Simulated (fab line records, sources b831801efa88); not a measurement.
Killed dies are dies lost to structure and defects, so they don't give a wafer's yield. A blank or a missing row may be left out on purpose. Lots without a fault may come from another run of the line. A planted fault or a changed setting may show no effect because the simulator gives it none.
Which tool did it? | flow gf180mcu | 6 lots, 18 wafers sampled, at 2 steps of a route of 602

WHAT THE GAUGES READ, wafer by wafer
GF_SAB_CD_MEAS_09: target cd 420 nm.
lot  | measured     | on        | cd_nm (nm)
L276 | day 15 07:48 | cd_sem-02 | 422.4 420.6 421.8
L278 | day 16 05:22 | cd_sem-02 | 418.4 418.1 415.9
L283 | day 18 01:23 | cd_sem-01 | 421.7 420.9 421.4
L285 | day 18 16:05 | cd_sem-02 | 417.0 418.6 417.2
L289 | day 20 01:18 | cd_sem-02 | 418.9 418.9 418.2
L295 | day 22 08:01 | cd_sem-02 | 480.4 482.1 482.7

WHICH TOOL RAN EACH LOT (tool, then ch and the chambers of the sampled wafers, then the start)
lot  | GF_SAB_EXPOSE_06
L276 | iline_stepper-02 ch 0, day 14 21:35
L278 | iline_stepper-02 ch 0, day 15 18:41
L283 | iline_stepper-01 ch 0, day 17 14:09
L285 | iline_stepper-02 ch 0, day 18 04:19
L289 | iline_stepper-01 ch 0, day 19 13:08
L295 | iline_stepper-02 ch 0, day 21 20:05
- GF_SAB_EXPOSE_06: exposes mask SAB, target cd 420 nm.

THE ANSWER, worked out from the rows above alone
Rule: what is usual is taken from the lots themselves. Put in order of their means at a reading, lots are off if they are a third of the lots or fewer, leave a main group of 4 or more, and stand apart from it by a gap of 3 or more times the standard deviation of the main group's means; of several such gaps the widest counts. A main group whose means are all the same, to the digits that the tables above print for the reading, isn't used. A lot without any number at a reading at which 4 lots or more have one is off too. The other lots that the step has rows for count as sound.
Off: L295, at GF_SAB_CD_MEAS_09 (cd_nm). The main group: mean 419.3 nm, standard deviation 1.8.
A tool fits if, at a process step before that reading, it ran every lot that is off, and no sound lot after the first of them. The gauges at GF_SAB_CD_MEAS_09 are tried like those tools. Can't be told from this: 2 tools fit, iline_stepper-02 at GF_SAB_EXPOSE_06, cd_sem-02 at GF_SAB_CD_MEAS_09.

WHAT THE SIMULATOR HAD PUT IN
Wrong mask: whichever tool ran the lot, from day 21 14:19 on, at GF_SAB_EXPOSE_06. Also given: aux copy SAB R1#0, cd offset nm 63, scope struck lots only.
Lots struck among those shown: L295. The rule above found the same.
